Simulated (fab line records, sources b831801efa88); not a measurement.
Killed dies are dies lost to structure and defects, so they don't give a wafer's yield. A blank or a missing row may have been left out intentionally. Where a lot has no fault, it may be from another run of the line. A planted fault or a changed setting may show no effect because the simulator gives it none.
fab line records || flow gf180mcu
[record] {"lots": 5, "wafers": 15, "last_day": 32}
route steps=602 shown MVPSD@87 VT_IMPLANT@90
lots that met no fault: from a run of the same line without faults
start_h: hours from the record's opening day to when the first of the lot's shown wafers began || wait_h: how many hours have passed since the lot's step before this one || " same as the row above || L1.1+2: a row that stands for several wafers || - either no value or no given start || * or withheld: withheld || < > ~ a bound
route shown NAME@n: names a module that has steps shown in the file, with the first one's number in the route || usual: mean/standard deviation of fault-free wafers || same: alike in all rows || chamber/n: place in a boat || sites: readings site by site || _std_site: their standard deviation || _edge_site: the outer-site mean with the inner-site mean subtracted || radius_mm: how far each site lies from the wafer's centre || mask NAME#n: copy n || behind: the last tool/chamber to shape the wafer || hold: the reason the lot was held/the length of the hold in hours/how it ended || device: which transistor (n, p or np) failed to switch || end of line: the route-end tests of the same wafers || a step with no rows: only its recipe || killed: at the first sort, the dies lost to defects and structure; wafer yield is something else || map: a wafer's dies, marking killed ones x, the rest . and places with no die _
set.NAME: the run value of the setting; set.NAME@STEP: its run value at that earlier step || model.NAME: the simulator's own value behind a step, which no gauge read
certain route steps with their lots: each step a table, each wafer a row
services: the hour from which a tool's chamber was out of use, counted from the record's first day as start_h (under 0 if before that day), plus the number of hours and why
[[steps]]
[step GF_MVPSD_IMPLANT_09]
[recipe] {"species": "B", "energy_kev": 40, "dose_cm2": 5e+12, "tilt_deg": 0}
{"lot.wafer": "L074.3+4+5", "tool": "implanter-04", "chamber": 0, "start_h": 99.60, "wait_h": 0.1}
{"lot.wafer": "L077.4+5+6", "tool": "implanter-03", "chamber": 0, "start_h": 114.82, "wait_h": 0.1}
{"lot.wafer": "L078.2+4+6", "tool": "implanter-02", "chamber": 0, "start_h": 120.57, "wait_h": 0.1}
{"lot.wafer": "L082.2+4+6", "tool": "implanter-03", "chamber": 0, "start_h": 141.62, "wait_h": 0.1}
{"lot.wafer": "L088.2+5+6", "tool": "implanter-03", "chamber": 0, "start_h": 180.52, "wait_h": 0.1}
[step GF_MVPSD_STRIP_10]
[recipe] {"chemistry": "O2/N2", "power_w": 1400, "pressure_mtorr": 1500, "platen_temp_c": 250, "o2_flow_sccm": 3000, "n2_flow_sccm": 300, "overash_fraction": 0.5}
[usual] {"chamber_pressure_mTorr": "1500.1/1.4", "drypump_motor_current_A": "6.29/0.3", "heater_power_w": "328/31", "oes_product_au": "0.723/0.0042", "strip_time_to_endpoint_s": "36.96/0.088"}
{"lot.wafer": "L074.3", "tool": "plasma_asher-02", "chamber": 0, "start_h": 99.73, "wait_h": 0.1, "chamber_pressure_mTorr": 1499.6, "drypump_motor_current_A": 6.43, "heater_power_w": 302, "oes_product_au": 0.725, "rf_hours_counter_h": "-", "strip_time_to_endpoint_s": 36.83}
{"lot.wafer": "L074.4", "tool": "plasma_asher-02", "chamber": 1, "start_h": 99.73, "wait_h": 0.1, "chamber_pressure_mTorr": 1502.4, "drypump_motor_current_A": 6.36, "heater_power_w": 369, "oes_product_au": 0.722, "rf_hours_counter_h": "-", "strip_time_to_endpoint_s": 36.90}
{"lot.wafer": "L074.5", "tool": "plasma_asher-02", "chamber": 1, "start_h": 99.73, "wait_h": 0.1, "chamber_pressure_mTorr": 1499.4, "drypump_motor_current_A": 6.36, "heater_power_w": 375, "oes_product_au": 0.730, "rf_hours_counter_h": "-", "strip_time_to_endpoint_s": 36.86}
{"lot.wafer": "L077.4", "tool": "plasma_asher-04", "chamber": 0, "start_h": 114.93, "wait_h": 0.1, "chamber_pressure_mTorr": 1502.5, "drypump_motor_current_A": 6.69, "heater_power_w": 338, "oes_product_au": 0.729, "rf_hours_counter_h": "-", "strip_time_to_endpoint_s": 37.10}
{"lot.wafer": "L077.5", "tool": "plasma_asher-04", "chamber": 0, "start_h": 114.93, "wait_h": 0.1, "chamber_pressure_mTorr": 1497.3, "drypump_motor_current_A": 6.70, "heater_power_w": 341, "oes_product_au": 0.722, "rf_hours_counter_h": "-", "strip_time_to_endpoint_s": 37.02}
{"lot.wafer": "L077.6", "tool": "plasma_asher-04", "chamber": 1, "start_h": 114.93, "wait_h": 0.1, "chamber_pressure_mTorr": 1497.9, "drypump_motor_current_A": 6.21, "heater_power_w": 297, "oes_product_au": 0.718, "rf_hours_counter_h": "-", "strip_time_to_endpoint_s": 37.07}
{"lot.wafer": "L078.2", "tool": "plasma_asher-02", "chamber": 0, "start_h": 120.70, "wait_h": 0.1, "chamber_pressure_mTorr": 1497.9, "drypump_motor_current_A": 6.45, "heater_power_w": 312, "oes_product_au": 0.724, "rf_hours_counter_h": 49, "strip_time_to_endpoint_s": 36.88}
{"lot.wafer": "L078.4", "tool": "plasma_asher-02", "chamber": 0, "start_h": 120.70, "wait_h": 0.1, "chamber_pressure_mTorr": 1501.5, "drypump_motor_current_A": 6.41, "heater_power_w": 311, "oes_product_au": 0.717, "rf_hours_counter_h": "-", "strip_time_to_endpoint_s": 37.00}
{"lot.wafer": "L078.6", "tool": "plasma_asher-02", "chamber": 0, "start_h": 120.70, "wait_h": 0.1, "chamber_pressure_mTorr": 1501.2, "drypump_motor_current_A": 6.44, "heater_power_w": 306, "oes_product_au": 0.723, "rf_hours_counter_h": "-", "strip_time_to_endpoint_s": 37.01}
{"lot.wafer": "L082.2", "tool": "plasma_asher-03", "chamber": 0, "start_h": 141.74, "wait_h": 0.1, "chamber_pressure_mTorr": 1499.6, "drypump_motor_current_A": 5.92, "heater_power_w": 330, "oes_product_au": 0.730, "rf_hours_counter_h": 2, "strip_time_to_endpoint_s": 37.01}
{"lot.wafer": "L082.4", "tool": "plasma_asher-03", "chamber": 0, "start_h": 141.74, "wait_h": 0.1, "chamber_pressure_mTorr": 1498.4, "drypump_motor_current_A": 6.00, "heater_power_w": 327, "oes_product_au": 0.721, "rf_hours_counter_h": "-", "strip_time_to_endpoint_s": 37.01}
{"lot.wafer": "L082.6", "tool": "plasma_asher-03", "chamber": 1, "start_h": 141.74, "wait_h": 0.1, "chamber_pressure_mTorr": 1500.0, "drypump_motor_current_A": 5.78, "heater_power_w": 354, "oes_product_au": 0.726, "rf_hours_counter_h": "-", "strip_time_to_endpoint_s": 36.96}
{"lot.wafer": "L088.2", "tool": "plasma_asher-04", "chamber": 1, "start_h": 180.64, "wait_h": 0.1, "chamber_pressure_mTorr": 1500.2, "drypump_motor_current_A": 6.25, "heater_power_w": 279, "oes_product_au": 0.723, "rf_hours_counter_h": 37, "strip_time_to_endpoint_s": 36.98}
{"lot.wafer": "L088.5", "tool": "plasma_asher-04", "chamber": 0, "start_h": 180.64, "wait_h": 0.1, "chamber_pressure_mTorr": 1498.7, "drypump_motor_current_A": 6.69, "heater_power_w": 334, "oes_product_au": 0.720, "rf_hours_counter_h": "-", "strip_time_to_endpoint_s": 37.07}
{"lot.wafer": "L088.6", "tool": "plasma_asher-04", "chamber": 1, "start_h": 180.64, "wait_h": 0.1, "chamber_pressure_mTorr": 1497.8, "drypump_motor_current_A": 6.21, "heater_power_w": 292, "oes_product_au": 0.730, "rf_hours_counter_h": "-", "strip_time_to_endpoint_s": 37.12}
[step GF_MVPSD_TW_MEAS_11]
[usual] {"MVPSD_TW": "552.5/2.9"}
{"lot.wafer": "L074.3", "tool": "film_metro-01", "chamber": "-", "start_h": 99.82, "wait_h": 0.1, "MVPSD_TW": 553.2}
{"lot.wafer": "L074.4", "tool": "film_metro-01", "chamber": "-", "start_h": 99.82, "wait_h": 0.1, "MVPSD_TW": 551.2}
{"lot.wafer": "L074.5", "tool": "film_metro-01", "chamber": "-", "start_h": 99.82, "wait_h": 0.1, "MVPSD_TW": 553.6}
{"lot.wafer": "L077.4", "tool": "film_metro-01", "chamber": "-", "start_h": 115.03, "wait_h": 0.1, "MVPSD_TW": 552.6}
{"lot.wafer": "L077.5", "tool": "film_metro-01", "chamber": "-", "start_h": 115.03, "wait_h": 0.1, "MVPSD_TW": 552.3}
{"lot.wafer": "L077.6", "tool": "film_metro-01", "chamber": "-", "start_h": 115.03, "wait_h": 0.1, "MVPSD_TW": 553.2}
{"lot.wafer": "L078.2", "tool": "film_metro-03", "chamber": "-", "start_h": 120.81, "wait_h": 0.1, "MVPSD_TW": 548.8}
{"lot.wafer": "L078.4", "tool": "film_metro-03", "chamber": "-", "start_h": 120.81, "wait_h": 0.1, "MVPSD_TW": 553.1}
{"lot.wafer": "L078.6", "tool": "film_metro-03", "chamber": "-", "start_h": 120.81, "wait_h": 0.1, "MVPSD_TW": 550.4}
{"lot.wafer": "L082.2", "tool": "film_metro-01", "chamber": "-", "start_h": 141.85, "wait_h": 0.1, "MVPSD_TW": 555.4}
{"lot.wafer": "L082.4", "tool": "film_metro-01", "chamber": "-", "start_h": 141.85, "wait_h": 0.1, "MVPSD_TW": 554.9}
{"lot.wafer": "L082.6", "tool": "film_metro-01", "chamber": "-", "start_h": 141.85, "wait_h": 0.1, "MVPSD_TW": 555.4}
{"lot.wafer": "L088.2", "tool": "film_metro-03", "chamber": "-", "start_h": 180.75, "wait_h": 0.1, "MVPSD_TW": 554.6}
{"lot.wafer": "L088.5", "tool": "film_metro-03", "chamber": "-", "start_h": 180.75, "wait_h": 0.1, "MVPSD_TW": 556.0}
{"lot.wafer": "L088.6", "tool": "film_metro-03", "chamber": "-", "start_h": 180.75, "wait_h": 0.1, "MVPSD_TW": 553.8}
[step GF_VT_IMPLANT_DEHYDRATE_00]
[recipe] {"temp_c": 200, "time_s": 60}
[usual] {"exhaust_pa": "44.9/0.9"}
{"lot.wafer": "L074.3", "tool": "litho_track-03", "chamber": 0, "start_h": 106.81, "wait_h": 7.0, "exhaust_pa": 46.4}
{"lot.wafer": "L074.4", "tool": "litho_track-03", "chamber": 0, "start_h": 106.81, "wait_h": 7.0, "exhaust_pa": 45.3}
{"lot.wafer": "L074.5", "tool": "litho_track-03", "chamber": 0, "start_h": 106.81, "wait_h": 7.0, "exhaust_pa": 45.0}
{"lot.wafer": "L077.4", "tool": "litho_track-03", "chamber": 0, "start_h": 121.63, "wait_h": 6.6, "exhaust_pa": 45.4}
{"lot.wafer": "L077.5", "tool": "litho_track-03", "chamber": 0, "start_h": 121.63, "wait_h": 6.6, "exhaust_pa": 46.0}
{"lot.wafer": "L077.6", "tool": "litho_track-03", "chamber": 0, "start_h": 121.63, "wait_h": 6.6, "exhaust_pa": 46.6}
{"lot.wafer": "L078.2", "tool": "litho_track-03", "chamber": 0, "start_h": 126.93, "wait_h": 6.1, "exhaust_pa": 44.4}
{"lot.wafer": "L078.4", "tool": "litho_track-03", "chamber": 0, "start_h": 126.93, "wait_h": 6.1, "exhaust_pa": 45.3}
{"lot.wafer": "L078.6", "tool": "litho_track-03", "chamber": 0, "start_h": 126.93, "wait_h": 6.1, "exhaust_pa": 43.1}
{"lot.wafer": "L082.2", "tool": "litho_track-03", "chamber": 0, "start_h": 148.93, "wait_h": 7.1, "exhaust_pa": 44.7}
{"lot.wafer": "L082.4", "tool": "litho_track-03", "chamber": 0, "start_h": 148.93, "wait_h": 7.1, "exhaust_pa": 45.6}
{"lot.wafer": "L082.6", "tool": "litho_track-03", "chamber": 0, "start_h": 148.93, "wait_h": 7.1, "exhaust_pa": 45.2}
{"lot.wafer": "L088.2", "tool": "litho_track-02", "chamber": 0, "start_h": 188.46, "wait_h": 7.7, "exhaust_pa": 45.5}
{"lot.wafer": "L088.5", "tool": "litho_track-02", "chamber": 0, "start_h": 188.46, "wait_h": 7.7, "exhaust_pa": 45.4}
{"lot.wafer": "L088.6", "tool": "litho_track-02", "chamber": 0, "start_h": 188.46, "wait_h": 7.7, "exhaust_pa": 44.8}
[step GF_VT_IMPLANT_HMDS_01]
[recipe] {"prime_time_s": 60, "prime_temp_c": 120}
[usual] {"exhaust_pa": "45.0/0.98"}
{"lot.wafer": "L074.3", "tool": "litho_track-03", "chamber": 0, "start_h": 106.96, "wait_h": 0.1, "exhaust_pa": 45.8}
{"lot.wafer": "L074.4", "tool": "litho_track-03", "chamber": 0, "start_h": 106.96, "wait_h": 0.1, "exhaust_pa": 46.3}
{"lot.wafer": "L074.5", "tool": "litho_track-03", "chamber": 0, "start_h": 106.96, "wait_h": 0.1, "exhaust_pa": 45.7}
{"lot.wafer": "L077.4", "tool": "litho_track-03", "chamber": 0, "start_h": 121.78, "wait_h": 0.1, "exhaust_pa": 44.8}
{"lot.wafer": "L077.5", "tool": "litho_track-03", "chamber": 0, "start_h": 121.78, "wait_h": 0.1, "exhaust_pa": 44.6}
{"lot.wafer": "L077.6", "tool": "litho_track-03", "chamber": 0, "start_h": 121.78, "wait_h": 0.1, "exhaust_pa": 43.6}
{"lot.wafer": "L078.2", "tool": "litho_track-03", "chamber": 0, "start_h": 127.08, "wait_h": 0.1, "exhaust_pa": 43.8}
{"lot.wafer": "L078.4", "tool": "litho_track-03", "chamber": 0, "start_h": 127.08, "wait_h": 0.1, "exhaust_pa": 45.8}
{"lot.wafer": "L078.6", "tool": "litho_track-03", "chamber": 0, "start_h": 127.08, "wait_h": 0.1, "exhaust_pa": 44.1}
{"lot.wafer": "L082.2", "tool": "litho_track-03", "chamber": 0, "start_h": 149.08, "wait_h": 0.1, "exhaust_pa": 44.9}
{"lot.wafer": "L082.4", "tool": "litho_track-03", "chamber": 0, "start_h": 149.08, "wait_h": 0.1, "exhaust_pa": 46.5}
{"lot.wafer": "L082.6", "tool": "litho_track-03", "chamber": 0, "start_h": 149.08, "wait_h": 0.1, "exhaust_pa": 44.9}
{"lot.wafer": "L088.2", "tool": "litho_track-02", "chamber": 0, "start_h": 188.61, "wait_h": 0.1, "exhaust_pa": 44.6}
{"lot.wafer": "L088.5", "tool": "litho_track-02", "chamber": 0, "start_h": 188.61, "wait_h": 0.1, "exhaust_pa": 45.2}
{"lot.wafer": "L088.6", "tool": "litho_track-02", "chamber": 0, "start_h": 188.61, "wait_h": 0.1, "exhaust_pa": 43.6}
[step GF_VT_IMPLANT_COAT_02]
[recipe] {"resist": "NOVOLAK", "spin_rpm": 3000, "resist_thk_nm": 1000}
[usual] {"exhaust_pa": "45.2/0.88"}
{"lot.wafer": "L074.3", "tool": "litho_track-03", "chamber": 0, "start_h": 107.11, "wait_h": 0.1, "exhaust_pa": 45.3}
{"lot.wafer": "L074.4", "tool": "litho_track-03", "chamber": 0, "start_h": 107.11, "wait_h": 0.1, "exhaust_pa": 45.8}
{"lot.wafer": "L074.5", "tool": "litho_track-03", "chamber": 0, "start_h": 107.11, "wait_h": 0.1, "exhaust_pa": 45.6}
{"lot.wafer": "L077.4", "tool": "litho_track-03", "chamber": 0, "start_h": 121.93, "wait_h": 0.1, "exhaust_pa": 44.3}
{"lot.wafer": "L077.5", "tool": "litho_track-03", "chamber": 0, "start_h": 121.93, "wait_h": 0.1, "exhaust_pa": 44.8}
{"lot.wafer": "L077.6", "tool": "litho_track-03", "chamber": 0, "start_h": 121.93, "wait_h": 0.1, "exhaust_pa": 45.0}
{"lot.wafer": "L078.2", "tool": "litho_track-03", "chamber": 0, "start_h": 127.23, "wait_h": 0.1, "exhaust_pa": 43.8}
{"lot.wafer": "L078.4", "tool": "litho_track-03", "chamber": 0, "start_h": 127.23, "wait_h": 0.1, "exhaust_pa": 45.2}
{"lot.wafer": "L078.6", "tool": "litho_track-03", "chamber": 0, "start_h": 127.23, "wait_h": 0.1, "exhaust_pa": 44.3}
{"lot.wafer": "L082.2", "tool": "litho_track-03", "chamber": 0, "start_h": 149.23, "wait_h": 0.1, "exhaust_pa": 44.2}
{"lot.wafer": "L082.4", "tool": "litho_track-03", "chamber": 0, "start_h": 149.23, "wait_h": 0.1, "exhaust_pa": 43.7}
{"lot.wafer": "L082.6", "tool": "litho_track-03", "chamber": 0, "start_h": 149.23, "wait_h": 0.1, "exhaust_pa": 43.6}
{"lot.wafer": "L088.2", "tool": "litho_track-02", "chamber": 0, "start_h": 188.76, "wait_h": 0.1, "exhaust_pa": 45.4}
{"lot.wafer": "L088.5", "tool": "litho_track-02", "chamber": 0, "start_h": 188.76, "wait_h": 0.1, "exhaust_pa": 45.0}
{"lot.wafer": "L088.6", "tool": "litho_track-02", "chamber": 0, "start_h": 188.76, "wait_h": 0.1, "exhaust_pa": 44.3}
[step GF_VT_IMPLANT_SOFTBAKE_03]
[recipe] {"temp_c": 90, "time_s": 60, "resist": "NOVOLAK"}
[usual] {"exhaust_pa": "45.2/0.81"}
{"lot.wafer": "L074.3", "tool": "litho_track-03", "chamber": 0, "start_h": 107.26, "wait_h": 0.1, "exhaust_pa": 44.8}
{"lot.wafer": "L074.4", "tool": "litho_track-03", "chamber": 0, "start_h": 107.26, "wait_h": 0.1, "exhaust_pa": 47.0}
{"lot.wafer": "L074.5", "tool": "litho_track-03", "chamber": 0, "start_h": 107.26, "wait_h": 0.1, "exhaust_pa": 44.9}
{"lot.wafer": "L077.4", "tool": "litho_track-03", "chamber": 0, "start_h": 122.08, "wait_h": 0.1, "exhaust_pa": 45.8}
{"lot.wafer": "L077.5", "tool": "litho_track-03", "chamber": 0, "start_h": 122.08, "wait_h": 0.1, "exhaust_pa": 45.4}
{"lot.wafer": "L077.6", "tool": "litho_track-03", "chamber": 0, "start_h": 122.08, "wait_h": 0.1, "exhaust_pa": 44.5}
{"lot.wafer": "L078.2", "tool": "litho_track-03", "chamber": 0, "start_h": 127.38, "wait_h": 0.1, "exhaust_pa": 45.3}
{"lot.wafer": "L078.4", "tool": "litho_track-03", "chamber": 0, "start_h": 127.38, "wait_h": 0.1, "exhaust_pa": 46.2}
{"lot.wafer": "L078.6", "tool": "litho_track-03", "chamber": 0, "start_h": 127.38, "wait_h": 0.1, "exhaust_pa": 44.6}
{"lot.wafer": "L082.2", "tool": "litho_track-03", "chamber": 0, "start_h": 149.38, "wait_h": 0.1, "exhaust_pa": 44.2}
{"lot.wafer": "L082.4", "tool": "litho_track-03", "chamber": 0, "start_h": 149.38, "wait_h": 0.1, "exhaust_pa": 44.4}
{"lot.wafer": "L082.6", "tool": "litho_track-03", "chamber": 0, "start_h": 149.38, "wait_h": 0.1, "exhaust_pa": 44.7}
{"lot.wafer": "L088.2", "tool": "litho_track-02", "chamber": 0, "start_h": 188.91, "wait_h": 0.1, "exhaust_pa": 45.1}
{"lot.wafer": "L088.5", "tool": "litho_track-02", "chamber": 0, "start_h": 188.91, "wait_h": 0.1, "exhaust_pa": 44.7}
{"lot.wafer": "L088.6", "tool": "litho_track-02", "chamber": 0, "start_h": 188.91, "wait_h": 0.1, "exhaust_pa": 45.1}
[step GF_VT_IMPLANT_EXPOSE_04]
[recipe] {"mask_id": "LVPWELL_LV_AREA", "target_cd_nm": 600, "na": 0.6, "source_shape": "conventional", "sigma_outer": 0.6, "dose_mj": 140}
[usual] {"reticle_temp_C": "23.01/0.1"}
{"lot.wafer": "L074.3", "tool": "iline_stepper-01", "chamber": 0, "start_h": "-", "wait_h": "-", "mask": "LVPWELL_LV_AREA#0", "reticle_temp_C": 22.85}
{"lot.wafer": "L074.4", "tool": "iline_stepper-01", "chamber": 0, "start_h": "-", "wait_h": "-", "mask": "LVPWELL_LV_AREA#0", "reticle_temp_C": 23.01}
{"lot.wafer": "L074.5", "tool": "iline_stepper-01", "chamber": 0, "start_h": "-", "wait_h": "-", "mask": "LVPWELL_LV_AREA#0", "reticle_temp_C": 23.02}
{"lot.wafer": "L077.4", "tool": "iline_stepper-02", "chamber": 0, "start_h": "-", "wait_h": "-", "mask": "LVPWELL_LV_AREA#0", "reticle_temp_C": 22.94}
{"lot.wafer": "L077.5", "tool": "iline_stepper-02", "chamber": 0, "start_h": "-", "wait_h": "-", "mask": "LVPWELL_LV_AREA#0", "reticle_temp_C": 23.03}
{"lot.wafer": "L077.6", "tool": "iline_stepper-02", "chamber": 0, "start_h": "-", "wait_h": "-", "mask": "LVPWELL_LV_AREA#0", "reticle_temp_C": 22.97}
{"lot.wafer": "L078.2", "tool": "iline_stepper-01", "chamber": 0, "start_h": "-", "wait_h": "-", "mask": "LVPWELL_LV_AREA#0", "reticle_temp_C": 23.01}
{"lot.wafer": "L078.4", "tool": "iline_stepper-01", "chamber": 0, "start_h": "-", "wait_h": "-", "mask": "LVPWELL_LV_AREA#0", "reticle_temp_C": 23.15}
{"lot.wafer": "L078.6", "tool": "iline_stepper-01", "chamber": 0, "start_h": "-", "wait_h": "-", "mask": "LVPWELL_LV_AREA#0", "reticle_temp_C": 22.98}
{"lot.wafer": "L082.2", "tool": "iline_stepper-02", "chamber": 0, "start_h": "-", "wait_h": "-", "mask": "LVPWELL_LV_AREA#0", "reticle_temp_C": 23.14}
{"lot.wafer": "L082.4", "tool": "iline_stepper-02", "chamber": 0, "start_h": "-", "wait_h": "-", "mask": "LVPWELL_LV_AREA#0", "reticle_temp_C": 22.86}
{"lot.wafer": "L082.6", "tool": "iline_stepper-02", "chamber": 0, "start_h": "-", "wait_h": "-", "mask": "LVPWELL_LV_AREA#0", "reticle_temp_C": 23.16}
{"lot.wafer": "L088.2", "tool": "iline_stepper-01", "chamber": 0, "start_h": "-", "wait_h": "-", "mask": "LVPWELL_LV_AREA#0", "reticle_temp_C": 22.86}
{"lot.wafer": "L088.5", "tool": "iline_stepper-01", "chamber": 0, "start_h": "-", "wait_h": "-", "mask": "LVPWELL_LV_AREA#0", "reticle_temp_C": 23.02}
{"lot.wafer": "L088.6", "tool": "iline_stepper-01", "chamber": 0, "start_h": "-", "wait_h": "-", "mask": "LVPWELL_LV_AREA#0", "reticle_temp_C": 22.96}
[step GF_VT_IMPLANT_PEB_05]
[recipe] {"temp_c": "withheld", "time_s": "*", "resist": "NOVOLAK"}
[usual] {"exhaust_pa": "45.0/0.82"}
{"lot.wafer": "L074.3", "tool": "litho_track-03", "chamber": 0, "start_h": "-", "wait_h": "-", "exhaust_pa": 45.7}
{"lot.wafer": "L074.4", "tool": "litho_track-03", "chamber": 0, "start_h": "-", "wait_h": "-", "exhaust_pa": 45.5}
{"lot.wafer": "L074.5", "tool": "litho_track-03", "chamber": 0, "start_h": "-", "wait_h": "-", "exhaust_pa": 45.2}
{"lot.wafer": "L077.4", "tool": "litho_track-03", "chamber": 0, "start_h": "-", "wait_h": "-", "exhaust_pa": 45.7}
{"lot.wafer": "L077.5", "tool": "litho_track-03", "chamber": 0, "start_h": "-", "wait_h": "-", "exhaust_pa": 45.1}
{"lot.wafer": "L077.6", "tool": "litho_track-03", "chamber": 0, "start_h": "-", "wait_h": "-", "exhaust_pa": 46.6}
{"lot.wafer": "L078.2", "tool": "litho_track-02", "chamber": 0, "start_h": "-", "wait_h": "-", "exhaust_pa": 46.3}
{"lot.wafer": "L078.4", "tool": "litho_track-02", "chamber": 0, "start_h": "-", "wait_h": "-", "exhaust_pa": 44.2}
{"lot.wafer": "L078.6", "tool": "litho_track-02", "chamber": 0, "start_h": "-", "wait_h": "-", "exhaust_pa": 46.1}
{"lot.wafer": "L082.2", "tool": "litho_track-04", "chamber": 0, "start_h": "-", "wait_h": "-", "exhaust_pa": 45.3}
{"lot.wafer": "L082.4", "tool": "litho_track-04", "chamber": 0, "start_h": "-", "wait_h": "-", "exhaust_pa": 45.6}
{"lot.wafer": "L082.6", "tool": "litho_track-04", "chamber": 0, "start_h": "-", "wait_h": "-", "exhaust_pa": 44.5}
{"lot.wafer": "L088.2", "tool": "litho_track-03", "chamber": 0, "start_h": "-", "wait_h": "-", "exhaust_pa": 44.3}
{"lot.wafer": "L088.5", "tool": "litho_track-03", "chamber": 0, "start_h": "-", "wait_h": "-", "exhaust_pa": 44.6}
{"lot.wafer": "L088.6", "tool": "litho_track-03", "chamber": 0, "start_h": "-", "wait_h": "-", "exhaust_pa": 44.7}
[[services]]
{"tool": "implanter-02", "chamber": "-", "start_h": 78.26, "hours": 3.4, "kind": "pm"}
{"tool": "plasma_asher-02", "chamber": "-", "start_h": 87.79, "hours": 2.8, "kind": "pm"}
{"tool": "iline_stepper-01", "chamber": "-", "start_h": 89.62, "hours": 1.7, "kind": "pm"}
{"tool": "plasma_asher-03", "chamber": "-", "start_h": 108.75, "hours": 9.0, "kind": "pm"}
{"tool": "plasma_asher-03", "chamber": 0, "start_h": 108.75, "hours": 9.0, "kind": "vent_cycle"}
{"tool": "plasma_asher-03", "chamber": 1, "start_h": 108.75, "hours": 9.0, "kind": "vent_cycle"}
{"tool": "plasma_asher-03", "chamber": 0, "start_h": 117.75, "hours": "-", "kind": "clean"}
{"tool": "plasma_asher-03", "chamber": 1, "start_h": 117.75, "hours": "-", "kind": "clean"}
{"tool": "plasma_asher-04", "chamber": "-", "start_h": 151.48, "hours": 2.8, "kind": "pm"}
{"tool": "implanter-03", "chamber": "-", "start_h": 152.95, "hours": 1.9, "kind": "repair"}
{"tool": "implanter-03", "chamber": "-", "start_h": 156.58, "hours": 2.7, "kind": "repair"}
{"tool": "iline_stepper-02", "chamber": "-", "start_h": 158.88, "hours": 1.7, "kind": "pm"}
{"tool": "implanter-03", "chamber": "-", "start_h": 172.31, "hours": 1.7, "kind": "repair"}
{"tool": "plasma_asher-02", "chamber": "-", "start_h": 173.48, "hours": 3.6, "kind": "repair"}
{"tool": "implanter-02", "chamber": "-", "start_h": 178.48, "hours": 0.9, "kind": "repair"}
{"tool": "iline_stepper-01", "chamber": "-", "start_h": 191.74, "hours": 2.1, "kind": "pm"}
{"tool": "iline_stepper-01", "chamber": "-", "start_h": 193.83, "hours": "-", "kind": "consumable_replace:lamp"}
[[key]]
fault none
